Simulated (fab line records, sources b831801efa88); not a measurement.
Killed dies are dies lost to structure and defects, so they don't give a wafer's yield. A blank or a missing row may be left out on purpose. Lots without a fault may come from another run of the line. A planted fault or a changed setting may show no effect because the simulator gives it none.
Tool commonality check | flow gf180mcu | 15 lots, 45 wafers sampled

WHY IT WAS OPENED
At GF_LVPWELL_OVL_MEAS_07 the reading LVPWELL_OVL is flagged on 4 of 15 lots. Wafers without a fault read -0.1 nm, standard deviation 1.6.
Rule: a lot is flagged when every wafer of it that has a number lies more than 4 standard deviations from that mean, or none has a number. The other lots count as sound.

lot  | measured    | on         | LVPWELL_OVL (nm), wafer by wafer | flag
L891 | day 3 20:48 | overlay-01 | 0.1 2.1 2.1                      |
L892 | day 4 02:16 | overlay-01 | -1.1 -2.5 -1.8                   |
L894 | day 4 14:14 | overlay-01 | -3.6 0.7 0.5                     |
L895 | day 4 19:29 | overlay-02 | -0.8 -1.8 -1.3                   |
L896 | day 5 03:37 | overlay-01 | -1.2 -1.4 -1.0                   |
L897 | day 5 09:05 | overlay-01 | 0.1 0.7 1.0                      |
L898 | day 5 12:41 | overlay-01 | -1.3 -1.8 0.0                    |
L899 | day 5 15:45 | overlay-01 | 127.6 127.1 126.7                | FLAGGED
L903 | day 6 14:54 | overlay-02 | 125.4 125.4 126.6                | FLAGGED
L904 | day 6 18:40 | overlay-02 | 126.7 126.0 125.5                | FLAGGED
L905 | day 7 03:43 | overlay-01 | 127.9 127.8 129.5                | FLAGGED
L908 | day 7 20:37 | overlay-01 | 2.1 1.3 2.7                      |
L910 | day 8 10:59 | overlay-02 | 1.4 1.2 1.2                      |
L913 | day 9 02:32 | overlay-01 | 2.3 0.8 1.8                      |
L914 | day 9 09:41 | overlay-01 | 2.1 3.2 2.1                      |
The numbers of the flagged lots are 126.8 nm on average: +126.9 nm against the usual, or +79 standard deviations.

WHICH TOOL RAN EACH LOT
The record holds 1 process step before the reading, out of a route of 602 steps. In each cell: the tool, then ch and the chambers that the sampled wafers went through, then the start.
lot  | flag    | GF_LVPWELL_EXPOSE_04
L891 |         | iline_stepper-01 ch 0, day 3 15:29
L892 |         | iline_stepper-02 ch 0, day 3 19:43
L894 |         | iline_stepper-01 ch 0, day 4 08:09
L895 |         | iline_stepper-02 ch 0, day 4 13:01
L896 |         | iline_stepper-02 ch 0, day 4 20:42
L897 |         | iline_stepper-01 ch 0, day 5 02:33
L898 |         | iline_stepper-02 ch 0, day 5 05:41
L899 | FLAGGED | iline_stepper-02 ch 0, day 5 08:48
L903 | FLAGGED | iline_stepper-02 ch 0, day 6 07:22
L904 | FLAGGED | iline_stepper-02 ch 0, day 6 10:54
L905 | FLAGGED | iline_stepper-02 ch 0, day 6 19:56
L908 |         | iline_stepper-01 ch 0, day 7 12:43
L910 |         | iline_stepper-01 ch 0, day 8 02:28
L913 |         | iline_stepper-01 ch 0, day 8 17:40
L914 |         | iline_stepper-01 ch 0, day 9 00:29
What these steps do:
- GF_LVPWELL_EXPOSE_04: exposes mask LVPWELL, target cd 600 nm.
- GF_LVPWELL_OVL_MEAS_07

FLAGGED OVER TOTAL, TOOL BY TOOL (the gauges that took the reading come last)
step                   | tool             | lots run | flagged | share of the flagged lots | sound lots run after its first flagged lot
GF_LVPWELL_EXPOSE_04   | iline_stepper-01 | 7        | 0       | none                      | -
GF_LVPWELL_EXPOSE_04   | iline_stepper-02 | 8        | 4       | all                       | 0
GF_LVPWELL_OVL_MEAS_07 | overlay-01       | 11       | 2       | some                      | 3 (L908,L913,L914)
GF_LVPWELL_OVL_MEAS_07 | overlay-02       | 4        | 2       | some                      | 1 (L910)

WHAT THE TABLE ALLOWS
1 row of the table ran every flagged lot: iline_stepper-02 at GF_LVPWELL_EXPOSE_04.
- iline_stepper-02 at GF_LVPWELL_EXPOSE_04: 4 of its 8 lots flagged. Its last sound lot is L898 (day 5 05:41), its first flagged lot L899 (day 5 08:48): a fault that began between those two fits.
One tool is left: iline_stepper-02 at GF_LVPWELL_EXPOSE_04.

WHAT THE SIMULATOR HAD PUT IN
Scanner matching overlay: iline_stepper-02, from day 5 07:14 on, at GF_LVPWELL_EXPOSE_04. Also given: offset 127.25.
Lots struck among those shown: L899, L903, L904, L905. The rule above found the same.
